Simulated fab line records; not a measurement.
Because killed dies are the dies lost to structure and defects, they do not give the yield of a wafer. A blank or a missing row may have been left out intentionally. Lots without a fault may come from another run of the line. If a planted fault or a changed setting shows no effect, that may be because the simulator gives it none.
fab line records	flow sky130
record: lots: 7	wafers: 21	last_day: 50
route steps=708 shown METAL2@504 VIA2@507 PAD_OPEN@708
lots that met no fault: taken from a fault-free run of the same line
start_h: hours from the record's first day to the start of the lot's first wafer shown	wait_h: how many hours have passed since the lot's step before this one	" same as the row above	L1.1+2: several wafers, shown together as one row	- value missing, or start not given	* or withheld: withheld	< > ~ a bound
route shown NAME@n: names a module that has steps shown in the file, with the first one's number in the route	usual: mean and standard deviation over wafers with no fault	same: alike in all rows	chamber/n: place in a boat	sites: readings site by site	_std_site: the values' standard deviation	_edge_site: the outer-site mean with the inner-site mean subtracted	radius_mm: for every site, how far away it sits from the centre of the wafer	mask NAME#n: copy n	behind: the tool/chamber that last shaped the wafer	hold: the reason the lot was held/the length of the hold in hours/how it ended	device: the transistor (n, p or np) that didn't switch	end of line: the same wafers' tests at the end of the route	a step without rows: its recipe alone	killed: dies that structure and defects cost at the first sort, which is not the same as the wafer's yield	map: shows each die of a wafer: x if killed, . if not, _ if none is there
set.NAME: the run value of the setting; set.NAME@STEP: its run value at that earlier step	model.NAME: the simulator's own value behind a step, which no gauge read
lots at some steps of the route; a table a step, a row a wafer
services: when a tool's chamber went out of use (start_h, in hours from the record's first day, below 0 if earlier), for how many hours, and the reason
== steps ==
step: SKY_METAL2_STRIP_21
recipe: chemistry: post_etch_residue_remover	time_s: 1200	temp_c: 72.5
step: SKY_METAL2_CLEAN_22
recipe: chemistry: IPA	time_s: 180	temp_c: 25
step: SKY_METAL2_CLEAN_23
recipe: chemistry: O3/DIW	dry: n2_spin
step: SKY_VIA2_HDPCVD_00
recipe: material: SiO2	target_thk_nm: 1180	sigma_open_frac: 0.3	time_s: 196.7	temp_c: 400	sih4_flow_sccm: 60	pressure_mtorr: 6
step: SKY_VIA2_THK_MEAS_01
recipe: reads: SiO2_of_VIA2_HDPCVD_00
usual: VIA2_HDPCVD_THK: 1175/11
lot.wafer	tool	chamber	start_h	wait_h	VIA2_HDPCVD_THK[nm]
L831.2	film_metro-01	-	817.91	0.1	1176
L831.5	"	-	"	"	1181
L831.6	"	-	"	"	1172
L833.1	film_metro-04	-	839.51	0.1	1175
L833.2	"	-	"	"	1175
L833.4	"	-	"	"	1162
L834.2	film_metro-02	-	841.91	0.1	1160
L834.3	"	-	"	"	1172
L834.4	"	-	"	"	1151
L835.1	film_metro-02	-	863.29	0.1	1177
L835.4	"	-	"	"	1187
L835.6	"	-	"	"	1181
L837.2	film_metro-02	-	869.98	0.1	1167
L837.5	"	-	"	"	1160
L837.6	"	-	"	"	1185
L852.2	film_metro-01	-	966.87	0.1	1164
L852.5	"	-	"	"	1196
L852.6	"	-	"	"	1178
L854.1	film_metro-01	-	993.52	0.1	1190
L854.3	"	-	"	"	1181
L854.5	"	-	"	"	1170
step: SKY_VIA2_CMP_02
recipe: material: SiO2	down_force_psi: 4	platen_rpm: 60	pad_velocity_m_s: 0.94248
usual: motor_current_A: 12.8/1.6
lot.wafer	tool	chamber	start_h	wait_h	motor_current_A
L831.2	cmp-02	0	818.54	0.6	15.2
L831.6	"	3	"	"	12.6
L831.5	"	0	"	"	15.4
L833.4	cmp-01	0	839.62	0.1	15.1
L833.2	"	1	"	"	11.8
L833.1	"	2	"	"	13.2
L834.2	cmp-01	0	842.07	0.1	15.3
L834.4	"	1	"	"	12.6
L834.3	"	2	"	"	12.7
L835.1	cmp-01	0	863.40	0.1	15.5
L835.4	"	1	"	"	12.7
L835.6	"	0	"	"	15.0
L837.2	cmp-01	2	870.13	0.1	12.1
L837.6	"	0	"	"	15.5
L837.5	"	1	"	"	12.6
L852.2	cmp-02	2	967.07	0.2	10.2
L852.6	"	3	"	"	12.0
L852.5	"	0	"	"	15.2
L854.1	cmp-02	3	993.68	0.1	12.1
L854.3	"	0	"	"	15.6
L854.5	"	1	"	"	12.7
step: SKY_VIA2_BOW_MEAS_03
recipe: mode: bow
usual: VIA2_BOW: 86/7.6
lot.wafer	tool	chamber	start_h	wait_h	VIA2_BOW[um]
L831.2	film_metro-04	-	818.81	0.2	103
L831.5	"	-	"	"	81
L831.6	"	-	"	"	82
L833.1	film_metro-01	-	839.87	0.1	87
L833.2	"	-	"	"	92
L833.4	"	-	"	"	99
L834.2	film_metro-02	-	842.34	0.2	83
L834.3	"	-	"	"	76
L834.4	"	-	"	"	91
L835.1	film_metro-01	-	863.65	0.2	82
L835.4	"	-	"	"	77
L835.6	"	-	"	"	83
L837.2	film_metro-04	-	870.35	0.2	93
L837.5	"	-	"	"	75
L837.6	"	-	"	"	96
L852.2	film_metro-04	-	967.24	0.1	82
L852.5	"	-	"	"	76
L852.6	"	-	"	"	83
L854.1	film_metro-04	-	993.88	0.1	79
L854.3	"	-	"	"	90
L854.5	"	-	"	"	89
step: SKY_VIA2_DEHYDRATE_04
recipe: temp_c: 200	time_s: 60
step: SKY_VIA2_HMDS_05
recipe: prime_time_s: 60	prime_temp_c: 120
step: SKY_VIA2_COAT_06
recipe: resist: BARC	temp_c: withheld	time_s: withheld	spin_rpm: 3000	resist_thk_nm: 60
step: SKY_VIA2_COAT_07
recipe: resist: KrF-thick	spin_rpm: 3000	resist_thk_nm: 450
step: SKY_VIA2_SOFTBAKE_08
recipe: temp_c: 100	time_s: 90	resist: KrF-thick
step: SKY_VIA2_EXPOSE_09
recipe: mask_id: VIM2	na: 0.8	source_shape: annular	sigma_inner: 0.55	sigma_outer: 0.85	target_cd_nm: 200	dose_mj: 38
usual: exposure_dose_mJ_cm2: 38.07/0.16	focus_offset_nm: 0.0/0.5
same: sigma_inner: 0.55
lot.wafer	tool	chamber	start_h	wait_h	mask	exposure_dose_mJ_cm2	focus_offset_nm
L831.2	krf_scanner-01	0	832.10	-	VIM2#0	37.98	-0.1
L831.5	"	0	"	"	VIM2#0	38.01	0.1
L831.6	"	0	"	"	VIM2#0	38.01	0.3
L833.1	krf_scanner-02	0	853.04	-	VIM2#0	38.06	-0.3
L833.2	"	0	"	"	VIM2#0	38.02	-0.5
L833.4	"	0	"	"	VIM2#0	38.06	0.0
L834.2	krf_scanner-02	0	855.05	-	VIM2#0	37.91	-0.1
L834.3	"	0	"	"	VIM2#0	37.99	0.1
L834.4	"	0	"	"	VIM2#0	37.96	-0.1
L835.1	krf_scanner-02	0	877.03	-	VIM2#0	37.99	0.1
L835.4	"	0	"	"	VIM2#0	37.97	0.5
L835.6	"	0	"	"	VIM2#0	37.94	0.5
L837.2	krf_scanner-02	0	882.53	-	VIM2#0	38.03	0.1
L837.5	"	0	"	"	VIM2#0	38.02	0.0
L837.6	"	0	"	"	VIM2#0	38.05	0.2
L852.2	krf_scanner-01	0	979.64	-	VIM2#0	37.93	-0.6
L852.5	"	0	"	"	VIM2#0	37.92	-0.6
L852.6	"	0	"	"	VIM2#0	37.97	-0.5
L854.1	krf_scanner-02	0	1005.30	-	VIM2#0	38.32	0.2
L854.3	"	0	"	"	VIM2#0	38.30	0.1
L854.5	"	0	"	"	VIM2#0	38.34	-0.1
step: SKY_VIA2_PEB_10
recipe: peb_temp_c: withheld	peb_time_s: withheld	resist: KrF-thick
step: SKY_VIA2_DEVELOP_11
recipe: develop_time_s: 60	resist: KrF-thick	dev_temp_c: 21
step: SKY_VIA2_CD_MEAS_12
recipe: target_cd_nm: 200
usual: cd_nm: 199.9/1.6
lot.wafer	tool	chamber	start_h	wait_h	cd_nm
L831.2	cd_sem-02	-	844.95	-	201.6
L831.5	"	-	"	"	202.8
L831.6	"	-	"	"	201.4
L833.1	cd_sem-02	-	866.39	-	197.5
L833.2	"	-	"	"	196.3
L833.4	"	-	"	"	197.9
L834.2	cd_sem-01	-	868.57	-	189.5
L834.3	"	-	"	"	190.0
L834.4	"	-	"	"	197.1
L835.1	cd_sem-02	-	889.39	-	198.6
L835.4	"	-	"	"	198.1
L835.6	"	-	"	"	188.2
L837.2	cd_sem-02	-	895.67	-	190.7
L837.5	"	-	"	"	198.1
L837.6	"	-	"	"	192.2
L852.2	cd_sem-01	-	990.72	-	198.4
L852.5	"	-	"	"	200.5
L852.6	"	-	"	"	199.6
L854.1	cd_sem-02	-	1016.74	-	199.1
L854.3	"	-	"	"	198.5
L854.5	"	-	"	"	200.9
step: SKY_VIA2_OVL_MEAS_13
usual: VIA2_OVL: 1/5.7
lot.wafer	tool	chamber	start_h	wait_h	VIA2_OVL[nm]
L831.2	overlay-01	-	845.06	0.1	-6
L831.5	"	-	"	"	6
L831.6	"	-	"	"	0
L833.1	overlay-02	-	866.51	0.1	4
L833.2	"	-	"	"	-5
L833.4	"	-	"	"	-2
L834.2	overlay-01	-	868.68	0.1	5
L834.3	"	-	"	"	3
L834.4	"	-	"	"	0
L835.1	overlay-02	-	889.51	0.1	-5
L835.4	"	-	"	"	0
L835.6	"	-	"	"	-4
L837.2	overlay-02	-	895.78	0.1	9
L837.5	"	-	"	"	4
L837.6	"	-	"	"	7
L852.2	overlay-01	-	990.83	0.1	0
L852.5	"	-	"	"	4
L852.6	"	-	"	"	0
L854.1	overlay-02	-	1016.86	0.1	-4
L854.3	"	-	"	"	-1
L854.5	"	-	"	"	4
step: SKY_VIA2_ETCH_14
recipe: chemistry: N2/H2	target: BARC	ion_energy_ev: 200	source_w: 511.9	bias_w: 100	pressure_mtorr: 30	n2_flow_sccm: 100	h2_flow_sccm: 200	stop_on: SiO2	time_s: 45.9	target_depth_a: 600
usual: drypump_motor_current_A: 5.7/0.52	oes_product_au: 0.855/0.0051	throttle_valve_pct: 13.225/0.0091
lot.wafer	tool	chamber	start_h	wait_h	drypump_motor_current_A	oes_product_au	rf_hours_counter_h	throttle_valve_pct	model.VIA2.cd_nm
L831.2	rie_diel-03	0	845.09	0.0	5.1	0.851	14	13.222	201.7
L831.5	"	0	"	"	5.1	0.846	-	13.237	202.7
L831.6	"	1	"	"	6.5	0.858	-	13.233	201.9
L833.1	rie_diel-04	0	866.54	0.0	6.7	0.847	18	13.229	197.9
L833.2	"	2	"	"	5.7	0.867	12	13.219	195.4
L833.4	"	2	"	"	5.7	0.851	-	13.246	197.3
L834.2	rie_diel-01	3	868.71	0.0	5.7	0.857	9	13.214	189
L834.3	"	0	"	"	5.7	0.856	1	13.212	188.5
L834.4	"	2	"	"	4.9	0.847	9	13.223	196.2
L835.1	rie_diel-03	2	889.54	0.0	6.2	0.853	8	13.222	198.4
L835.4	"	3	"	"	5.8	0.847	23	13.216	197.7
L835.6	"	2	"	"	6.2	0.847	-	13.207	188.5
L837.2	rie_diel-01	2	895.81	0.0	4.9	0.858	10	13.208	190.5
L837.5	"	3	"	"	5.7	0.853	-	13.233	197.3
L837.6	"	0	"	"	5.7	0.854	-	13.234	190.7
L852.2	rie_diel-01	1	990.86	0.0	5.2	0.855	12	13.233	198.6
L852.5	"	1	"	"	5.1	0.854	-	13.214	201.2
L852.6	"	0	"	"	5.7	0.853	-	13.219	198.9
L854.1	rie_diel-04	3	1016.89	0.0	5.6	0.854	7	13.224	200.2
L854.3	"	1	"	"	5.6	0.860	4	13.230	198.7
L854.5	"	3	"	"	5.6	0.852	-	13.231	201.8
step: SKY_VIA2_ETCH_15
recipe: target: SiO2	chemistry: C4F8/O2/Ar	target_depth_nm: 546	stop_on: TiN	mask_material: KrF-thick	source_w: 1500	bias_w: 1200	pressure_mtorr: 40	c4f8_flow_sccm: withheld	O2_flow_sccm: 6	Ar_flow_sccm: 300	time_s: 84
usual: oes_product_au: 0.940/0.0046
lot.wafer	tool	chamber	start_h	wait_h	oes_product_au	rf_hours_counter_h	model.VIA2.cd_nm
L831.2	rie_diel-03	0	845.13	0.0	0.931	14	203.7
L831.5	"	0	"	"	0.943	-	205.6
L831.6	"	1	"	"	0.942	-	199.4
L833.1	rie_diel-04	0	866.58	0.0	0.949	18	197.1
L833.2	"	2	"	"	0.949	12	193.2
L833.4	"	2	"	"	0.932	-	194.7
L834.2	rie_diel-01	3	868.75	0.0	0.936	9	186.9
L834.3	"	0	"	"	0.932	1	192.8
L834.4	"	2	"	"	0.943	9	197.2
L835.1	rie_diel-03	2	889.58	0.0	0.934	8	192.4
L835.4	"	3	"	"	0.941	23	198.7
L835.6	"	2	"	"	0.948	-	182.5
L837.2	rie_diel-01	2	895.85	0.0	0.942	10	193.2
L837.5	"	3	"	"	0.934	-	196.9
L837.6	"	0	"	"	0.944	-	192.3
L852.2	rie_diel-01	1	990.90	0.0	0.939	12	193.8
L852.5	"	1	"	"	0.941	-	197.4
L852.6	"	0	"	"	0.938	-	198.4
L854.1	rie_diel-04	3	1016.93	0.0	0.939	7	202.1
L854.3	"	1	"	"	0.942	4	199.2
L854.5	"	3	"	"	0.947	-	204.6
step: SKY_VIA2_STRIP_16
recipe: chemistry: O2/N2	power_w: 1400	pressure_mtorr: 1500	platen_temp_c: withheld	o2_flow_sccm: 3000	n2_flow_sccm: 300	overash_fraction: 0.5
usual: drypump_motor_current_A: 5.6/0.46	oes_product_au: 0.399/0.0042	strip_time_to_endpoint_s: 4.044/0.02
lot.wafer	tool	chamber	start_h	wait_h	drypump_motor_current_A	oes_product_au	rf_hours_counter_h	strip_time_to_endpoint_s
L831.2	plasma_asher-01	0	845.19	0.0	4.8	0.397	10	4.033
L831.5	"	1	"	"	6.2	0.400	-	4.046
L831.6	"	0	"	"	4.8	0.398	-	4.042
L833.1	plasma_asher-01	1	866.65	0.0	6.2	0.398	12	4.045
L833.2	"	0	"	"	4.8	0.398	12	4.024
L833.4	"	0	"	"	4.8	0.395	-	4.042
L834.2	plasma_asher-02	0	868.81	0.0	5.6	0.399	101	4.051
L834.3	"	0	"	"	5.6	0.394	-	4.020
L834.4	"	1	"	"	5.8	0.395	-	4.038
L835.1	plasma_asher-02	0	889.65	0.0	5.6	0.402	103	4.042
L835.4	"	0	"	"	5.7	0.396	-	4.079
L835.6	"	0	"	"	5.6	0.397	-	4.058
L837.2	plasma_asher-02	1	895.91	0.0	5.8	0.400	103	4.044
L837.5	"	1	"	"	5.7	0.398	-	4.042
L837.6	"	0	"	"	5.6	0.401	-	3.989
L852.2	plasma_asher-03	1	990.96	0.0	5.5	0.407	88	4.024
L852.5	"	0	"	"	5.7	0.402	-	4.043
L852.6	"	1	"	"	5.5	0.404	-	4.039
L854.1	plasma_asher-02	0	1017.00	0.0	5.6	0.400	117	4.086
L854.3	"	0	"	"	5.6	0.401	-	4.038
L854.5	"	1	"	"	5.8	0.398	-	4.060
step: SKY_PAD_OPEN_PROBE_99
usual: defect_limited_yield: 82.4/1.7	killed_at_M0_to_M3: 43/6.4	killed_at_M4_up: 3.5/1.8	killed_at_contacts: 25/5.7	killed_at_front_end: 15/3.9	killed_at_other: 0.3/0.67	killed_dies: 87/8.6	killed_on_rim: 17/3.9	killed_open: 47/6.7	killed_short: 39/5.9	sort_bin_3_pad_short: 0.9/0.43	sort_bin_5_function: 10.4/1.3	sort_bin_6_memory: 6.3/1.1	sort_n_pass: 405/8.6	sort_yield_pct: 82.4/1.7
same: gross_dies: 492	killed_at_back_side: 0	sort_bin_4_leakage[%]: 0	sort_bin_8_speed[%]: 0
lot.wafer	tool	chamber	start_h	wait_h	defect_limited_yield[%]	killed_at_M0_to_M3	killed_at_M4_up	killed_at_contacts	killed_at_front_end	killed_at_other	killed_dies	killed_on_rim	killed_open	killed_short	sort_bin_3_pad_short[%]	sort_bin_5_function[%]	sort_bin_6_memory[%]	sort_n_pass	sort_yield_pct[%]	model.etest.via2_chain.rc_ohm
L831.2	prober-02	-	1073.08	0.1	84.1	42	2	22	12	0	78	13	47	31	0.2	9.6	6.1	414	84.1	9.732
L831.5	prober-02	-	1073.23	0.2	83.7	34	6	21	19	0	80	13	41	39	1.0	9.6	5.7	412	83.7	9.766
L831.6	prober-02	-	1073.28	0.2	82.1	44	3	25	15	1	88	23	46	41	1.4	10.0	6.5	404	82.1	10.26
L833.1	prober-01	-	1088.43	0.1	83.3	38	2	26	16	0	82	20	44	38	1.2	9.6	5.9	410	83.3	10.7
L833.2	prober-01	-	1088.48	0.1	78.9	39	2	48	14	1	104	16	56	47	1.8	12.4	6.9	388	78.9	10.87
L833.4	prober-01	-	1088.58	0.2	81.5	42	2	28	19	0	91	17	59	32	1.6	10.8	6.1	401	81.5	10.66
L834.2	prober-01	-	1091.11	0.1	82.1	55	5	18	10	0	88	15	43	45	0.6	9.6	7.7	404	82.1	11.48
L834.3	prober-01	-	1091.16	0.2	80.9	57	4	21	12	0	94	24	47	47	1.2	10.6	7.3	398	80.9	11.22
L834.4	prober-01	-	1091.21	0.2	84.1	30	4	25	19	0	78	10	47	31	1.2	8.5	6.1	414	84.1	10.12
L835.1	prober-02	-	1107.59	0.1	81.5	52	0	24	15	0	91	23	56	35	1.6	10.4	6.5	401	81.5	11.04
L835.4	prober-02	-	1107.74	0.2	81.3	50	4	25	13	0	92	20	54	37	1.4	10.4	6.9	400	81.3	9.524
L835.6	prober-02	-	1107.84	0.2	83.3	43	3	24	12	0	82	18	46	36	0.8	10.4	5.5	410	83.3	12.04
L837.2	prober-02	-	1113.26	0.1	83.9	30	6	26	17	0	79	11	44	35	1.2	8.9	5.9	413	83.9	10.92
L837.5	prober-02	-	1113.41	0.2	78.9	56	3	29	16	0	104	12	55	49	1.8	11.6	7.7	388	78.9	10.18
L837.6	prober-02	-	1113.46	0.2	80.7	48	2	24	20	1	95	21	60	35	0.8	10.8	7.7	397	80.7	10.64
L852.2	prober-01	-	1184.61	0.1	83.3	41	3	24	14	0	82	12	57	25	0.6	10.6	5.5	410	83.3	10.74
L852.5	prober-01	-	1184.76	0.2	83.3	34	1	26	20	1	82	20	48	33	0.8	10.2	5.7	410	83.3	10.06
L852.6	prober-01	-	1184.81	0.2	79.7	51	7	24	16	2	100	24	53	47	1.0	12.8	6.5	392	79.7	10.14
L854.1	prober-02	-	1201.40	0.1	85.0	34	6	24	9	1	74	14	35	39	0.6	7.7	6.7	418	85.0	9.167
L854.3	prober-02	-	1201.50	0.2	83.7	41	4	19	16	0	80	12	34	46	0.6	9.6	6.1	412	83.7	10.15
L854.5	prober-02	-	1201.60	0.2	82.7	39	9	16	21	0	85	16	48	37	1.0	9.6	6.7	407	82.7	9.881
killed by level:class
L831.2 VIA3:geometric_particle:open=10 CONTACT:geometric_particle:open=9 VIA1:geometric_particle:open=9 LI_CONTACT:geometric_particle:open=6 VIA2:geometric_particle:short=5 POLY_GATE:geometric_particle:open=4 VIA1:geometric_particle:short=4 FIELD_ISO:geometric_particle:open=3
L831.5 LI_CONTACT:geometric_particle:open=7 CONTACT:geometric_particle:open=7 VIA2:geometric_particle:open=7 VIA1:geometric_particle:open=6 METAL4:geometric_particle:short=6 FIELD_ISO:geometric_particle:short=5 METAL2:geometric_particle:short=5 FIELD_ISO:geometric_particle:open=4
L831.6 CONTACT:geometric_particle:open=10 VIA1:geometric_particle:open=10 VIA1:geometric_particle:short=9 LI_CONTACT:geometric_particle:open=7 VIA2:geometric_particle:open=6 FIELD_ISO:geometric_particle:open=4 METAL2:geometric_particle:short=4 LOCAL_INTERCONNECT:geometric_particle:short=4
L833.1 VIA1:geometric_particle:open=12 LI_CONTACT:geometric_particle:open=7 VIA1:geometric_particle:short=7 VIA3:geometric_particle:open=6 POLY_GATE:geometric_particle:short=5 CONTACT:geometric_particle:open=5 VIA2:geometric_particle:open=5 FIELD_ISO:geometric_particle:short=4
L833.2 LI_CONTACT:geometric_particle:open=16 CONTACT:geometric_particle:open=15 LOCAL_INTERCONNECT:geometric_particle:short=7 VIA1:geometric_particle:short=6 VIA1:geometric_particle:open=6 POLY_GATE:geometric_particle:open=5 CONTACT:geometric_particle:short=5 VIA3:geometric_particle:short=5
L833.4 CONTACT:geometric_particle:open=12 LI_CONTACT:geometric_particle:open=10 VIA1:geometric_particle:open=10 VIA2:geometric_particle:open=8 FIELD_ISO:geometric_particle:open=6 METAL2:geometric_particle:short=5 VIA3:geometric_particle:open=5 FIELD_ISO:geometric_particle:short=4
L834.2 VIA1:geometric_particle:open=12 CONTACT:geometric_particle:open=9 VIA1:geometric_particle:short=8 METAL1:geometric_particle:short=8 VIA3:geometric_particle:open=5 VIA2:geometric_particle:short=5 METAL4:geometric_particle:short=5 LI_CONTACT:geometric_particle:open=4
L834.3 METAL2:geometric_particle:short=10 VIA1:geometric_particle:open=9 VIA2:geometric_particle:open=9 CONTACT:geometric_particle:open=8 FIELD_ISO:geometric_particle:short=6 VIA1:geometric_particle:short=6 METAL1:geometric_particle:short=5 LI_CONTACT:geometric_particle:open=4
L834.4 CONTACT:geometric_particle:open=11 FIELD_ISO:geometric_particle:open=7 FIELD_ISO:geometric_particle:short=5 CONTACT:geometric_particle:short=5 LI_CONTACT:geometric_particle:open=5 VIA1:geometric_particle:open=5 VIA2:geometric_particle:open=5 LI_CONTACT:geometric_particle:short=4
L835.1 VIA1:geometric_particle:open=18 CONTACT:geometric_particle:open=9 LOCAL_INTERCONNECT:geometric_particle:short=7 POLY_GATE:geometric_particle:short=7 VIA3:geometric_particle:open=6 METAL1:geometric_particle:short=6 VIA1:geometric_particle:short=6 LI_CONTACT:geometric_particle:open=5
L835.4 VIA1:geometric_particle:open=15 CONTACT:geometric_particle:open=10 LI_CONTACT:geometric_particle:open=8 VIA2:geometric_particle:open=8 FIELD_ISO:geometric_particle:short=5 METAL2:geometric_particle:short=5 VIA3:geometric_particle:open=5 METAL3:geometric_particle:short=4
L835.6 VIA1:geometric_particle:open=13 CONTACT:geometric_particle:open=9 VIA3:geometric_particle:open=7 CONTACT:geometric_particle:short=6 VIA1:geometric_particle:short=6 LI_CONTACT:geometric_particle:open=5 METAL2:geometric_particle:short=5 FIELD_ISO:geometric_particle:open=4
L837.2 LI_CONTACT:geometric_particle:open=11 VIA1:geometric_particle:open=8 CONTACT:geometric_particle:open=7 POLY_GATE:geometric_particle:short=6 FIELD_ISO:geometric_particle:short=5 CONTACT:geometric_particle:short=5 VIA2:geometric_particle:open=4 METAL4:geometric_particle:short=4
L837.5 VIA1:geometric_particle:open=16 CONTACT:geometric_particle:open=9 METAL2:geometric_particle:short=8 VIA2:geometric_particle:open=8 LOCAL_INTERCONNECT:geometric_particle:short=7 FIELD_ISO:geometric_particle:short=5 FIELD_ISO:geometric_particle:open=5 METAL1:geometric_particle:short=5
L837.6 VIA1:geometric_particle:open=17 CONTACT:geometric_particle:short=8 FIELD_ISO:geometric_particle:open=7 CONTACT:geometric_particle:open=7 VIA2:geometric_particle:open=6 VIA3:geometric_particle:open=6 FIELD_ISO:geometric_particle:short=5 LI_CONTACT:geometric_particle:open=5
L852.2 VIA1:geometric_particle:open=14 CONTACT:geometric_particle:open=12 LI_CONTACT:geometric_particle:open=7 FIELD_ISO:geometric_particle:open=5 METAL1:geometric_particle:short=5 VIA2:geometric_particle:open=5 CONTACT:geometric_particle:short=4 VIA3:geometric_particle:open=4
L852.5 CONTACT:geometric_particle:open=11 VIA1:geometric_particle:open=8 FIELD_ISO:geometric_particle:open=7 LOCAL_INTERCONNECT:geometric_particle:short=7 METAL1:geometric_particle:short=5 VIA3:geometric_particle:open=5 METAL2:geometric_particle:short=5 POLY_GATE:geometric_particle:open=4
L852.6 VIA3:geometric_particle:open=11 CONTACT:geometric_particle:open=8 VIA1:geometric_particle:open=8 METAL2:geometric_particle:short=7 METAL1:geometric_particle:short=6 FIELD_ISO:geometric_particle:short=6 CONTACT:geometric_particle:short=6 FIELD_ISO:geometric_particle:open=5
L854.1 VIA3:geometric_particle:open=7 CONTACT:geometric_particle:open=6 LI_CONTACT:geometric_particle:short=6 VIA1:geometric_particle:open=6 LI_CONTACT:geometric_particle:open=5 VIA3:geometric_particle:short=5 METAL4:geometric_particle:short=5 VIA1:geometric_particle:short=4
L854.3 METAL2:geometric_particle:short=8 LOCAL_INTERCONNECT:geometric_particle:short=6 LI_CONTACT:geometric_particle:open=5 METAL3:geometric_particle:short=5 VIA1:geometric_particle:open=5 VIA2:geometric_particle:open=5 FIELD_ISO:geometric_particle:open=4 FIELD_ISO:geometric_particle:short=4
L854.5 FIELD_ISO:geometric_particle:open=8 POLY_GATE:geometric_particle:open=8 LI_CONTACT:geometric_particle:open=8 VIA1:geometric_particle:open=8 METAL4:geometric_particle:short=8 METAL1:geometric_particle:short=7 VIA3:geometric_particle:open=6 METAL3:geometric_particle:short=4
== services ==
tool	chamber	start_h	hours	kind
cmp-01	-	814.60	5.6	pm
krf_scanner-02	-	814.85	1.3	pm
cmp-01	-	820.24	10.1	pm
rie_diel-04	1	845.07	3.5	repair
krf_scanner-02	-	846.50	3.6	pm
rie_diel-01	2	849.38	7.2	repair
cmp-02	-	853.30	2.8	repair
plasma_asher-02	-	872.48	3.7	repair
krf_scanner-02	-	880.39	0.6	repair
cmp-01	-	889.77	0.7	repair
krf_scanner-02	-	893.93	0.8	pm
plasma_asher-02	-	912.93	1.5	repair
cmp-02	-	913.61	4.0	pm
rie_diel-03	0	920.66	7.9	repair
krf_scanner-02	-	947.31	1.0	pm
rie_diel-04	-	967.47	0.3	repair
rie_diel-04	1	970.01	1.6	repair
rie_diel-03	-	976.87	0.4	repair
krf_scanner-02	-	977.04	4.4	pm
rie_diel-01	2	988.82	9.7	repair
krf_scanner-02	-	990.75	1.3	pm
rie_diel-01	-	998.96	2.8	pm
rie_diel-04	-	1003.82	10.0	pm
rie_diel-03	0	1008.62	8.3	repair
== key ==
first_sign: step: SKY_VIA2_CD_MEAS_12	reading: cd_nm	direction: down	sigmas: 6.2	usual: 199.9	struck: 190.1
effect none on later readings
model_effect: step: SKY_VIA2_ETCH_14	value: VIA2.cd_nm	without: 197.5	struck: 189.4
model_effect: step: SKY_VIA2_ETCH_15	value: VIA2.cd_nm	without: 197.7	struck: 189.5
model_effect: step: SKY_PAD_OPEN_PROBE_99	value: etest.via2_chain.rc_ohm	without: 10.38	struck: 11.26
met_at SKY_VIA2_EXPOSE_09
struck_wafers L834.2,L834.3,L835.6,L837.2,L837.6
onset_between 853.04 855.05
fault: kind: process_parameter_drift	tool: krf_scanner-02	chamber: -	onset_h: 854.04	steps: SKY_VIA2_EXPOSE_09	channel: focus_nm	offset: 160.87	shape: step	end_h: 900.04	scope: struck_wafers_only
